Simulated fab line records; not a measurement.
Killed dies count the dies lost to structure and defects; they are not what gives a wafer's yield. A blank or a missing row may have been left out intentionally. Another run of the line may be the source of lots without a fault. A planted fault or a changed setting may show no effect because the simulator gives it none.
Chamber matching | flow sky130 | cmp-02 running SKY_VIA4_CMP_02: 4 sister chambers
The step polishes SiO2. 4 wafers are shown with their chamber, then 11 later ones without.

== WAFERS, EACH WITH ITS CHAMBER ==
wafer  | chamber | motor current A (A)
L076.1 | 3       | 11.9
L087.1 | 1       | 11.7
L087.2 | 2       | 12.7
L089.3 | 0       | 12.3

== WAFERS WITH NO CHAMBER GIVEN ==
wafer  | motor current A (A)
L089.4 | 12.3
L089.5 | 12.5
L091.2 | 11.3
L091.4 | 12.9
L091.6 | 11.9
L092.1 | 11.7
L092.4 | 11.8
L092.5 | 11.8
L097.1 | 13.5
L097.4 | 11.7
L097.5 | 11.8

== CHAMBER TAKEN BY EACH ==
wafer  | from the rows above          | in truth
L089.4 | can't be placed: 0 or 2 or 3 | 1
L089.5 | can't be placed: 0 or 2 or 3 | 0
L091.2 | can't be placed: 1 or 3      | 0
L091.4 | can't be placed: 2 or 0      | 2
L091.6 | can't be placed: 3 or 1 or 0 | 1
L092.1 | can't be placed: 1 or 3      | 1
L092.4 | can't be placed: 3 or 1 or 0 | 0
L092.5 | can't be placed: 3 or 1 or 0 | 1
L097.1 | can't be placed: 2 or 0      | 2
L097.4 | can't be placed: 1 or 3      | 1
L097.5 | can't be placed: 3 or 1 or 0 | 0
Correctly placed: 0 of 11. Can't be placed from these rows: 11 (the true chamber is among the candidates in 9). Wrongly placed: 0.
How it was worked out, from the rows above alone: a wafer's distance from a chamber is the root of the sum, over the readings, of the square of ((its reading less the chamber's mean) divided by the reading's scatter). If the next closest chamber is less than 2 further off than the closest, the wafer can't be placed; otherwise it belongs to the closest. A chamber's mean is the mean of its shown wafers. The scatter: root of mean squared gap, hidden wafer to nearest shown wafer, with one shown wafer a chamber.
